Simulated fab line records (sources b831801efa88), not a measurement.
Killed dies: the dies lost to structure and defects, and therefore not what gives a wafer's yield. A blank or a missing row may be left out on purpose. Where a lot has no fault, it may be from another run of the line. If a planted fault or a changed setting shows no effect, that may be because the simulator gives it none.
fab line records    flow sky130
[record] lots = 6  wafers = 18  last-day = 50
route steps=708 shown METAL4@622 PAD_OPEN@708
lots with no fault: from the same line, run without faults
start-h: start of the lot's first displayed wafer, in hours after the record's first day    wait-h: hours since the lot's step before    " identical to the entry in the row above    L1.1+2: a row that stands for several wafers    - either no value or no given start    * or withheld: withheld    < > ~ a bound
route shown NAME@n: names a module that has steps shown in the file, with the first one's number in the route    usual: average and standard deviation across the fault-free wafers    same: alike in all rows    chamber/n: place in a boat    sites: readings site by site    _std_site: the standard deviation of these    _edge_site: inner sites' mean taken away from outer sites' mean    radius-mm: how far each site lies from the wafer's centre    mask NAME#n: copy n    behind: the most recent tool/chamber to have shaped the wafer    hold: cause of the lot's hold/its duration in hours/its outcome    device: the n, p or np transistor that did not switch    end of line: the route-end tests of the same wafers    step lacking rows: just its recipe    killed: at the first sort, the dies lost to defects and structure; wafer yield is something else    map: the dies of a wafer, with x for killed, . for not killed, _ for no die there
set.NAME: the setting the step ran with; set.NAME@STEP: the setting that earlier step ran with    model.NAME: the simulator's own value behind a step, which no gauge read
lots seen at some steps along the route; tables by step, rows by wafer
services: the hour from which a tool's chamber was out of use, counted from the record's first day as start-h (under 0 if before that day), plus the number of hours and why
[[steps]]
[step SKY_METAL4_HMDS_06]
[recipe] prime-time-s = 60  prime-temp-c = 120
[step SKY_METAL4_COAT_07]
[recipe] resist = BARC  temp-c = withheld  time-s = withheld  spin-rpm = 3000  resist-thk-nm = 60
[step SKY_METAL4_COAT_08]
[recipe] resist = KrF-thick  spin-rpm = 3000  resist-thk-nm = 1140
[step SKY_METAL4_SOFTBAKE_09]
[recipe] temp-c = 100  time-s = 90  resist = KrF-thick
[step SKY_METAL4_EXPOSE_10]
[recipe] mask-id = MM4  na = 0.68  source-shape = annular  sigma-inner = 0.4  sigma-outer = 0.8  target-cd-nm = 300  dose-mj = 28
[step SKY_METAL4_PEB_11]
[recipe] peb-temp-c = withheld  peb-time-s = withheld  resist = KrF-thick
[step SKY_METAL4_DEVELOP_12]
[recipe] develop-time-s = 60  resist = KrF-thick  dev-temp-c = 21
[step SKY_METAL4_CD_MEAS_13]
[recipe] target-cd-nm = 300
[usual] cd-nm = 300.0/1.4
lot.wafer  tool       chamber  start-h  wait-h  cd-nm
L212.2     cd-sem-01  -        1029.70  -       299.6
L212.3     "          -        "        "       299.3
L212.5     "          -        "        "       299.4
L214.1     cd-sem-02  -        1037.72  -       300.1
L214.2     "          -        "        "       298.4
L214.3     "          -        "        "       299.0
L220.4     cd-sem-02  -        1103.35  -       302.0
L220.5     "          -        "        "       303.4
L220.6     "          -        "        "       302.1
L221.2     cd-sem-01  -        1105.90  -       299.6
L221.3     "          -        "        "       300.2
L221.4     "          -        "        "       302.7
L224.4     cd-sem-02  -        1128.19  -       300.0
L224.5     "          -        "        "       301.3
L224.6     "          -        "        "       299.1
L226.1     cd-sem-02  -        1135.39  -       297.9
L226.2     "          -        "        "       299.2
L226.6     "          -        "        "       298.3
[step SKY_METAL4_OVL_MEAS_14]
[usual] METAL4_OVL = -1/5.1
lot.wafer  tool        chamber  start-h  wait-h  METAL4_OVL[nm]
L212.2     overlay-02  -        1029.81  0.1     1
L212.3     "           -        "        "       -1
L212.5     "           -        "        "       -3
L214.1     overlay-02  -        1037.84  0.1     -9
L214.2     "           -        "        "       -10
L214.3     "           -        "        "       -1
L220.4     overlay-02  -        1103.42  0.1     7
L220.5     "           -        "        "       2
L220.6     "           -        "        "       5
L221.2     overlay-02  -        1106.00  0.1     -3
L221.3     "           -        "        "       -6
L221.4     "           -        "        "       -5
L224.4     overlay-01  -        1128.26  0.1     2
L224.5     "           -        "        "       -2
L224.6     "           -        "        "       -8
L226.1     overlay-02  -        1135.51  0.1     6
L226.2     "           -        "        "       1
L226.6     "           -        "        "       5
[step SKY_METAL4_DESCUM_15]
[recipe] chemistry = O2  source-power-w = 150  bias-power-w = 0  pressure-mtorr = 10  temp-c = 40  time-s = 8
[usual] drypump-motor-current-A = 6.0/0.47  he-backside-leak-sccm = 3.42/0.28  oes-product-au = 1.000/0.0098  rf-fwd-power-W = 147.0/0.81
lot.wafer  tool          chamber  start-h  wait-h  drypump-motor-current-A  he-backside-leak-sccm  oes-product-au  rf-fwd-power-W  rf-hours-counter-h
L212.2     rie-metal-03  1        1029.84  0.0     6.8                      3.32                   1.000           147.1           15
L212.3     "             1        "        "       6.8                      3.36                   0.996           147.0           -
L212.5     "             0        "        "       6.1                      3.78                   0.996           146.1           -
L214.1     rie-metal-03  1        1037.88  0.0     6.8                      3.35                   0.995           147.7           15
L214.2     "             0        "        "       6.1                      3.49                   0.998           145.9           5
L214.3     "             1        "        "       6.8                      3.30                   1.005           147.7           -
L220.4     rie-metal-04  0        1103.45  0.0     5.7                      3.40                   0.994           146.6           -
L220.5     "             0        "        "       5.7                      3.59                   0.990           146.0           -
L220.6     "             1        "        "       5.7                      3.43                   1.017           148.0           -
L221.2     rie-metal-04  0        1106.03  0.0     5.7                      3.44                   0.988           146.2           24
L221.3     "             1        "        "       5.7                      3.44                   1.012           147.9           -
L221.4     "             0        "        "       5.7                      3.45                   0.987           146.6           -
L224.4     rie-metal-04  1        1128.29  0.0     5.7                      3.39                   1.015           148.0           -
L224.5     "             1        "        "       5.7                      3.37                   1.010           148.2           -
L224.6     "             0        "        "       5.7                      3.64                   0.985           146.0           -
L226.1     rie-metal-02  1        1135.54  0.0     6.1                      3.17                   1.007           147.3           22
L226.2     "             0        "        "       5.4                      3.26                   1.001           146.4           14
L226.6     "             1        "        "       6.1                      3.35                   1.003           148.1           -
[step SKY_METAL4_ETCH_16]
[recipe] chemistry = N2/H2  target = BARC  ion-energy-ev = 200  bias-w = 100  pressure-mtorr = 30  n2-flow-sccm = 100  h2-flow-sccm = 200  icp-w = 500  stop-on = SiO2  time-s = 88.2  target-depth-a = 600
[usual] drypump-motor-current-A = 6.0/0.47  he-backside-leak-sccm = 3.35/0.17  oes-product-au = 0.626/0.0046  rf-fwd-power-W = 496.3/2.1  throttle-valve-pct = 13.204/0.0086
lot.wafer  tool          chamber  start-h  wait-h  drypump-motor-current-A  he-backside-leak-sccm  oes-product-au  rf-fwd-power-W  rf-hours-counter-h  throttle-valve-pct
L212.2     rie-metal-03  1        1029.87  0.0     6.8                      3.20                   0.623           497.9           15                  13.199
L212.3     "             1        "        "       6.8                      3.26                   0.621           496.9           -                   13.208
L212.5     "             0        "        "       6.1                      3.59                   0.628           496.6           -                   13.199
L214.1     rie-metal-03  1        1037.91  0.0     6.8                      3.17                   0.620           497.4           15                  13.216
L214.2     "             0        "        "       6.1                      3.76                   0.628           496.2           5                   13.200
L214.3     "             1        "        "       6.8                      3.27                   0.626           496.8           -                   13.185
L220.4     rie-metal-04  0        1103.51  0.0     5.7                      3.37                   0.622           494.1           -                   13.205
L220.5     "             0        "        "       5.6                      3.38                   0.631           494.5           -                   13.208
L220.6     "             1        "        "       5.7                      3.45                   0.633           497.8           -                   13.221
L221.2     rie-metal-04  0        1106.06  0.0     5.7                      3.35                   0.621           497.9           24                  13.203
L221.3     "             1        "        "       5.7                      3.38                   0.632           499.2           -                   13.205
L221.4     "             0        "        "       5.7                      3.46                   0.625           494.2           -                   13.203
L224.4     rie-metal-04  1        1128.35  0.0     5.7                      3.37                   0.630           498.7           -                   13.224
L224.5     "             1        "        "       5.7                      3.34                   0.624           498.2           -                   13.193
L224.6     "             0        "        "       5.7                      3.39                   0.627           493.7           -                   13.191
L226.1     rie-metal-02  1        1135.57  0.0     6.1                      3.17                   0.621           497.0           22                  13.200
L226.2     "             0        "        "       5.4                      2.98                   0.628           494.9           14                  13.197
L226.6     "             1        "        "       6.1                      3.04                   0.635           499.8           -                   13.213
[step SKY_METAL4_ETCH_17]
[recipe] target = SiO2  stop-on = TiN  chemistry = C4F8/O2/Ar  source-w = 1500  bias-w = 1200  pressure-mtorr = 40  c4f8-flow-sccm = withheld  O2_flow_sccm = 6  Ar_flow_sccm = 300  time-s = 3.9  target-depth-a = 150
[usual] oes-product-au = 0.754/0.0072  rf-fwd-power-W = 1466/5.7
lot.wafer  tool         chamber  start-h  wait-h  oes-product-au  rf-fwd-power-W  rf-hours-counter-h
L212.2     rie-diel-02  1        1029.97  0.1     0.752           1460            16
L212.3     "            0        "        "       0.753           1474            8
L212.5     "            1        "        "       0.765           1463            -
L214.1     rie-diel-02  2        1038.01  0.1     0.746           1470            17
L214.2     "            1        "        "       0.751           1463            16
L214.3     "            3        "        "       0.747           1466            21
L220.4     rie-diel-01  2        1103.57  0.0     0.742           1463            24
L220.5     "            3        "        "       0.754           1459            -
L220.6     "            0        "        "       0.753           1457            -
L221.2     rie-diel-02  3        1106.16  0.1     0.763           1463            23
L221.3     "            2        "        "       0.759           1471            20
L221.4     "            1        "        "       0.763           1463            18
L224.4     rie-diel-02  1        1128.41  0.0     0.757           1456            19
L224.5     "            1        "        "       0.749           1458            -
L224.6     "            0        "        "       0.751           1467            -
L226.1     rie-diel-03  1        1135.67  0.1     0.772           1464            20
L226.2     "            2        "        "       0.752           1464            21
L226.6     "            0        "        "       0.757           1471            -
[step SKY_METAL4_METAL_ETCH_18]
[recipe] target-depth-a = 8450  stop-on = SiO2  over-etch-frac = 0.3  time-s = 183.1  chemistry = Cl2/BCl3  resist-sidewall-deg = 88  pressure-mtorr = 10  icp-w = 900  bias-w = 48.5  Cl2_flow_sccm = 60  bcl3-flow-sccm = 30
[usual] drypump-motor-current-A = 6.0/0.47  he-backside-leak-sccm = 3.28/0.19  oes-product-au = 0.868/0.0057  rf-fwd-power-W = 896.1/2.9  throttle-valve-pct = 22.265/0.0092
lot.wafer  tool          chamber  start-h  wait-h  drypump-motor-current-A  he-backside-leak-sccm  oes-product-au  rf-fwd-power-W  rf-hours-counter-h  throttle-valve-pct  model.KrF-thick_of_METAL4_COAT_08.thk-nm  model.METAL4.cd-nm  model.SiO2_of_VIA3_HDPCVD_00.thk-nm
L212.2     rie-metal-02  0        1029.99  0.0     5.4                      3.31                   0.857           751.6           6                   22.244              606.4                                     318.7               439.1
L212.3     "             1        "        "       6.1                      3.15                   0.866           751.9           -                   22.270              602.2                                     307.2               440
L212.5     "             0        "        "       5.4                      3.24                   0.864           751.7           -                   22.264              604                                       319.5               439.9
L214.1     rie-metal-02  0        1038.03  0.0     5.4                      3.16                   0.860           748.5           7                   22.264              602.5                                     326.1               437
L214.2     "             1        "        "       6.1                      3.08                   0.867           752.0           15                  22.261              598.4                                     306.9               436.6
L214.3     "             1        "        "       6.1                      3.26                   0.860           752.1           -                   22.276              598.3                                     309.9               435
L220.4     rie-metal-02  0        1103.65  0.1     5.3                      3.31                   0.866           895.7           -                   22.259              532.6                                     313                 434.8
L220.5     "             1        "        "       6.1                      2.86                   0.861           899.4           -                   22.259              526.9                                     307.8               435.1
L220.6     "             0        "        "       5.3                      3.11                   0.871           897.0           -                   22.272              529.2                                     318.3               437
L221.2     rie-metal-03  1        1106.18  0.0     6.8                      3.30                   0.860           896.0           20                  22.279              526.9                                     302.5               435
L221.3     "             1        "        "       6.8                      3.31                   0.871           893.7           -                   22.271              522.1                                     304.5               435.4
L221.4     "             0        "        "       6.1                      3.52                   0.868           896.8           -                   22.259              530.2                                     304.6               433.4
L224.4     rie-metal-02  0        1128.49  0.1     5.4                      3.35                   0.874           891.3           -                   22.263              528.4                                     307.1               436.8
L224.5     "             1        "        "       6.1                      3.25                   0.868           899.2           -                   22.260              521.8                                     301.2               436.3
L224.6     "             0        "        "       5.4                      3.30                   0.862           888.1           -                   22.276              528.8                                     303.9               434.2
L226.1     rie-metal-03  0        1135.69  0.0     6.1                      3.34                   0.870           893.8           12                  22.265              526.1                                     295.9               434.1
L226.2     "             1        "        "       6.8                      3.33                   0.873           895.0           22                  22.278              528.1                                     301.6               436.5
L226.6     "             0        "        "       6.1                      3.27                   0.864           897.1           -                   22.249              532.8                                     298.7               434.9
[step SKY_METAL4_STRIP_19]
[recipe] chemistry = O2/N2  power-w = 1400  pressure-mtorr = 1500  platen-temp-c = withheld  o2-flow-sccm = 3000  n2-flow-sccm = 300  overash-fraction = 0.5
[usual] drypump-motor-current-A = 5.8/0.39  o2-flow-sccm = 3000/9.1  oes-product-au = 0.502/0.0056  strip-time-to-endpoint-s = 6.54/0.073
[same] overash-fraction = 0.5
lot.wafer  tool             chamber  start-h  wait-h  drypump-motor-current-A  o2-flow-sccm  oes-product-au  rf-hours-counter-h  strip-time-to-endpoint-s
L212.2     plasma-asher-03  1        1030.17  0.1     5.6                      2994          0.532           90                  7.31
L212.3     "                0        "        "       5.2                      2994          0.536           -                   7.27
L212.5     "                0        "        "       5.2                      2978          0.531           -                   7.31
L214.1     plasma-asher-04  0        1038.21  0.1     5.8                      3006          0.537           61                  7.27
L214.2     "                1        "        "       5.7                      3002          0.531           61                  7.25
L214.3     "                0        "        "       5.8                      3014          0.534           -                   7.26
L220.4     plasma-asher-03  0        1103.80  0.1     5.2                      3013          0.510           -                   6.60
L220.5     "                0        "        "       5.2                      3010          0.503           -                   6.54
L220.6     "                1        "        "       5.6                      3005          0.515           -                   6.56
L221.2     plasma-asher-01  0        1106.36  0.1     5.6                      2984          0.497           37                  6.53
L221.3     "                1        "        "       6.6                      2989          0.508           -                   6.48
L221.4     "                0        "        "       5.6                      2995          0.510           -                   6.58
L224.4     plasma-asher-03  0        1128.64  0.1     5.2                      2988          0.502           -                   6.54
L224.5     "                1        "        "       5.6                      3005          0.507           -                   6.49
L224.6     "                0        "        "       5.2                      2997          0.510           -                   6.56
L226.1     plasma-asher-04  1        1135.87  0.1     5.7                      2983          0.506           71                  6.54
L226.2     "                0        "        "       5.8                      2999          0.503           71                  6.54
L226.6     "                0        "        "       5.8                      2999          0.502           -                   6.59
[step SKY_METAL4_STRIP_20]
[recipe] chemistry = post-etch-residue-remover  time-s = 1200  temp-c = 72.5
[step SKY_PAD_OPEN_PROBE_99]
[usual] defect-limited-yield = 82.5/1.9  killed_at_M0_to_M3 = 44/7.3  killed_at_M4_up = 3.2/1.8  killed-at-contacts = 24/5.4  killed-at-front-end = 16/4.4  killed-at-other = 0.3/0.48  killed-dies = 86/9.5  killed-on-rim = 17/4  killed-open = 47/7.7  killed-short = 39/6.4  sort_bin_3_pad_short = 0.9/0.41  sort_bin_5_function = 10.4/1.5  sort_bin_6_memory = 6.2/1.1  sort-n-pass = 406/9.5  sort-yield-pct = 82.5/1.9
[same] gross-dies = 492  killed-at-back-side = 0  sort_bin_4_leakage[%] = 0  sort_bin_8_speed[%] = 0
lot.wafer  tool       chamber  start-h  wait-h  defect-limited-yield[%]  killed_at_M0_to_M3  killed_at_M4_up  killed-at-contacts  killed-at-front-end  killed-at-other  killed-dies  killed-on-rim  killed-open  killed-short  sort_bin_3_pad_short[%]  sort_bin_5_function[%]  sort_bin_6_memory[%]  sort-n-pass  sort-yield-pct[%]  model.etest.met4.width-nm
L212.2     prober-02  -        1119.36  0.1     83.5                     43                  3                24                  11                   0                81           16             39           42            1.2                      10.2                    5.1                   411          83.5               319.8
L212.3     prober-02  -        1119.41  0.2     81.9                     43                  5                29                  12                   0                89           19             40           49            0.8                      11.4                    5.9                   403          81.9               308.7
L212.5     prober-02  -        1119.51  0.2     80.9                     42                  6                24                  22                   0                94           17             51           43            0.8                      11.0                    7.3                   398          80.9               316.2
L214.1     prober-02  -        1126.78  0.1     80.9                     43                  2                31                  18                   0                94           23             58           36            1.2                      12.0                    5.9                   398          80.9               324.4
L214.2     prober-02  -        1126.83  0.1     80.7                     55                  3                18                  18                   1                95           17             55           40            1.0                      12.2                    6.1                   397          80.7               306.6
L214.3     prober-02  -        1126.88  0.2     79.9                     50                  3                34                  11                   1                99           15             59           40            0.8                      11.4                    7.9                   393          79.9               309.1
L220.4     prober-01  -        1183.64  0.2     82.1                     40                  1                34                  13                   0                88           19             50           38            0.2                      10.2                    7.5                   404          82.1               310.4
L220.5     prober-01  -        1183.69  0.2     86.4                     35                  1                24                  7                    0                67           17             36           31            1.4                      7.7                     4.5                   425          86.4               309.8
L220.6     prober-01  -        1183.74  0.2     82.5                     40                  2                31                  13                   0                86           19             52           34            0.2                      9.6                     7.7                   406          82.5               315.1
L221.2     prober-01  -        1185.16  0.1     81.1                     54                  3                19                  17                   0                93           25             52           41            0.6                      13.6                    4.7                   399          81.1               301.5
L221.3     prober-01  -        1185.21  0.2     82.3                     47                  3                21                  16                   0                87           15             39           48            0.8                      10.8                    6.1                   405          82.3               301.5
L221.4     prober-01  -        1185.26  0.2     80.9                     56                  4                22                  12                   0                94           18             48           46            0.6                      11.2                    7.3                   398          80.9               304.6
L224.4     prober-01  -        1203.44  0.2     81.1                     48                  2                28                  15                   0                93           28             58           35            1.0                      13.2                    4.7                   399          81.1               307.3
L224.5     prober-01  -        1203.49  0.2     79.7                     59                  3                22                  16                   0                100          23             57           43            0.4                      10.8                    9.1                   392          79.7               296
L224.6     prober-01  -        1203.54  0.2     81.7                     42                  5                27                  16                   0                90           25             52           38            1.4                      11.4                    5.5                   402          81.7               308.6
L226.1     prober-01  -        1208.67  0.1     83.5                     40                  2                23                  16                   0                81           19             47           34            0.6                      11.6                    4.3                   411          83.5               294.7
L226.2     prober-01  -        1208.72  0.1     85.0                     40                  3                19                  11                   1                74           9              41           33            0.6                      10.0                    4.5                   418          85.0               305
L226.6     prober-01  -        1208.92  0.2     83.7                     39                  6                25                  9                    1                80           13             36           44            1.4                      10.2                    4.7                   412          83.7               296.9
// killed by level:class
L212.2 VIA1:geometric-particle:open=9 VIA2:geometric-particle:open=7 METAL1:geometric-particle:short=6 VIA2:geometric-particle:short=6 LI_CONTACT:geometric-particle:open=5 CONTACT:geometric-particle:short=5 CONTACT:geometric-particle:open=5 FIELD_ISO:geometric-particle:short=4
L212.3 CONTACT:geometric-particle:short=10 METAL1:geometric-particle:short=10 CONTACT:geometric-particle:open=8 VIA1:geometric-particle:open=7 POLY_GATE:geometric-particle:open=6 LOCAL_INTERCONNECT:geometric-particle:short=6 METAL2:geometric-particle:short=6 VIA1:geometric-particle:short=5
L212.5 CONTACT:geometric-particle:open=11 VIA1:geometric-particle:open=8 VIA2:geometric-particle:open=7 METAL2:geometric-particle:short=6 VIA3:geometric-particle:open=6 FIELD_ISO:geometric-particle:short=5 POLY_GATE:geometric-particle:open=5 LI_CONTACT:geometric-particle:open=5
L214.1 VIA2:geometric-particle:open=11 CONTACT:geometric-particle:open=10 VIA1:geometric-particle:open=10 LI_CONTACT:geometric-particle:open=8 CONTACT:geometric-particle:short=6 SPACER:geometric-particle:open=5 VIA3:geometric-particle:open=5 FIELD_ISO:geometric-particle:open=4
L214.2 VIA1:geometric-particle:open=15 VIA3:geometric-particle:open=12 VIA2:geometric-particle:open=7 FIELD_ISO:geometric-particle:short=5 POLY_GATE:geometric-particle:open=5 VIA1:geometric-particle:short=5 LOCAL_INTERCONNECT:geometric-particle:short=5 CONTACT:geometric-particle:open=5
L214.3 CONTACT:geometric-particle:open=16 VIA1:geometric-particle:open=13 VIA2:geometric-particle:open=11 VIA1:geometric-particle:short=7 CONTACT:geometric-particle:short=6 LI_CONTACT:geometric-particle:open=6 LOCAL_INTERCONNECT:geometric-particle:short=5 VIA2:geometric-particle:short=5
L220.4 VIA1:geometric-particle:open=13 CONTACT:geometric-particle:open=12 LI_CONTACT:geometric-particle:open=7 LOCAL_INTERCONNECT:geometric-particle:short=7 CONTACT:geometric-particle:short=6 VIA3:geometric-particle:open=6 VIA1:geometric-particle:short=6 METAL2:geometric-particle:open=4
L220.5 CONTACT:geometric-particle:open=9 VIA1:geometric-particle:open=7 CONTACT:geometric-particle:short=6 VIA1:geometric-particle:short=6 VIA2:geometric-particle:open=6 LOCAL_INTERCONNECT:geometric-particle:short=5 VIA3:geometric-particle:open=4 METAL1:geometric-particle:short=3
L220.6 VIA1:geometric-particle:open=12 CONTACT:geometric-particle:open=11 LI_CONTACT:geometric-particle:open=7 CONTACT:geometric-particle:short=6 VIA1:geometric-particle:short=5 VIA2:geometric-particle:open=5 VIA3:geometric-particle:open=5 VIA2:geometric-particle:short=4
L221.2 VIA2:geometric-particle:open=10 VIA1:geometric-particle:open=10 METAL2:geometric-particle:short=9 CONTACT:geometric-particle:open=7 LI_CONTACT:geometric-particle:open=6 VIA1:geometric-particle:short=6 VIA2:geometric-particle:short=6 VIA3:geometric-particle:open=6
L221.3 VIA1:geometric-particle:open=11 FIELD_ISO:geometric-particle:short=9 VIA2:geometric-particle:open=9 METAL2:geometric-particle:short=7 CONTACT:geometric-particle:open=6 LOCAL_INTERCONNECT:geometric-particle:short=5 VIA1:geometric-particle:short=5 VIA3:geometric-particle:open=5
L221.4 VIA1:geometric-particle:open=17 CONTACT:geometric-particle:open=9 METAL3:geometric-particle:short=8 VIA2:geometric-particle:open=6 VIA3:geometric-particle:short=6 CONTACT:geometric-particle:short=5 VIA1:geometric-particle:short=5 LI_CONTACT:geometric-particle:open=4
L224.4 VIA1:geometric-particle:open=19 VIA3:geometric-particle:open=9 LI_CONTACT:geometric-particle:open=7 LOCAL_INTERCONNECT:geometric-particle:short=7 CONTACT:geometric-particle:open=7 VIA2:geometric-particle:open=7 POLY_GATE:geometric-particle:short=5 SPACER:geometric-particle:short=4
L224.5 METAL1:geometric-particle:short=10 VIA1:geometric-particle:open=9 VIA3:geometric-particle:open=8 CONTACT:geometric-particle:open=7 VIA1:geometric-particle:short=7 POLY_GATE:geometric-particle:open=6 VIA2:geometric-particle:open=6 LI_CONTACT:geometric-particle:open=6
L224.6 CONTACT:geometric-particle:open=11 VIA1:geometric-particle:open=10 VIA2:geometric-particle:open=9 LI_CONTACT:geometric-particle:open=8 POLY_GATE:geometric-particle:short=6 METAL1:geometric-particle:short=5 POLY_GATE:geometric-particle:open=4 LOCAL_INTERCONNECT:geometric-particle:short=4
L226.1 LI_CONTACT:geometric-particle:open=9 VIA1:geometric-particle:open=9 FIELD_ISO:geometric-particle:short=5 CONTACT:geometric-particle:short=5 CONTACT:geometric-particle:open=5 VIA1:geometric-particle:short=5 VIA3:geometric-particle:open=5 VIA2:geometric-particle:open=5
L226.2 VIA1:geometric-particle:open=13 VIA2:geometric-particle:open=7 LI_CONTACT:geometric-particle:open=6 CONTACT:geometric-particle:open=5 METAL1:geometric-particle:short=5 FIELD_ISO:geometric-particle:open=4 LOCAL_INTERCONNECT:geometric-particle:short=4 CONTACT:geometric-particle:short=3
L226.6 VIA2:geometric-particle:open=13 VIA1:geometric-particle:short=10 CONTACT:geometric-particle:short=8 CONTACT:geometric-particle:open=7 FIELD_ISO:geometric-particle:open=4 LI_CONTACT:geometric-particle:short=4 METAL1:geometric-particle:short=4 VIA1:geometric-particle:open=4
[[services]]
tool             chamber  start-h  hours  kind
rie-diel-02      2        1006.47  5.0    repair
rie-metal-03     0        1012.86  16.2   repair
plasma-asher-01  -        1018.72  1.3    repair
plasma-asher-04  -        1020.83  0.8    repair
rie-diel-01      3        1029.71  4.7    repair
rie-diel-02      1        1039.14  9.0    repair
rie-diel-02      1        1065.98  9.5    repair
rie-diel-02      3        1082.83  8.9    repair
rie-diel-02      1        1083.22  3.3    repair
rie-diel-01      -        1086.42  0.2    repair
rie-metal-03     -        1103.27  0.6    repair
rie-diel-02      3        1125.21  2.5    repair
plasma-asher-04  -        1130.25  0.7    repair
[[key]]
[first-sign] step = SKY_METAL4_METAL_ETCH_18  reading = rf-fwd-power-W  direction = down  sigmas = 49  usual = 896.1  struck = 751.3
[effect] step = SKY_METAL4_STRIP_19  reading = strip-time-to-endpoint-s  direction = up  sigmas = 10  usual = *  struck = *
[model-effect] step = SKY_METAL4_METAL_ETCH_18  value = KrF-thick_of_METAL4_COAT_08.thk-nm  without = 526.3  struck = 602
[model-effect] step = SKY_PAD_OPEN_PROBE_99  value = etest.met4.width-nm  without = 304.5  struck = 314.1
met-at SKY_METAL4_METAL_ETCH_18
struck-wafers L212.2,L212.3,L212.5,L214.1,L214.2,L214.3
[fault] kind = process-parameter-drift  tool = rie-metal-02  chamber = -  onset-h = 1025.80  steps = SKY_METAL4_METAL_ETCH_18  channel = icp-w  offset = -144  shape = step  end-h = 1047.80  acts-in = these-recipes-only  stated = 900
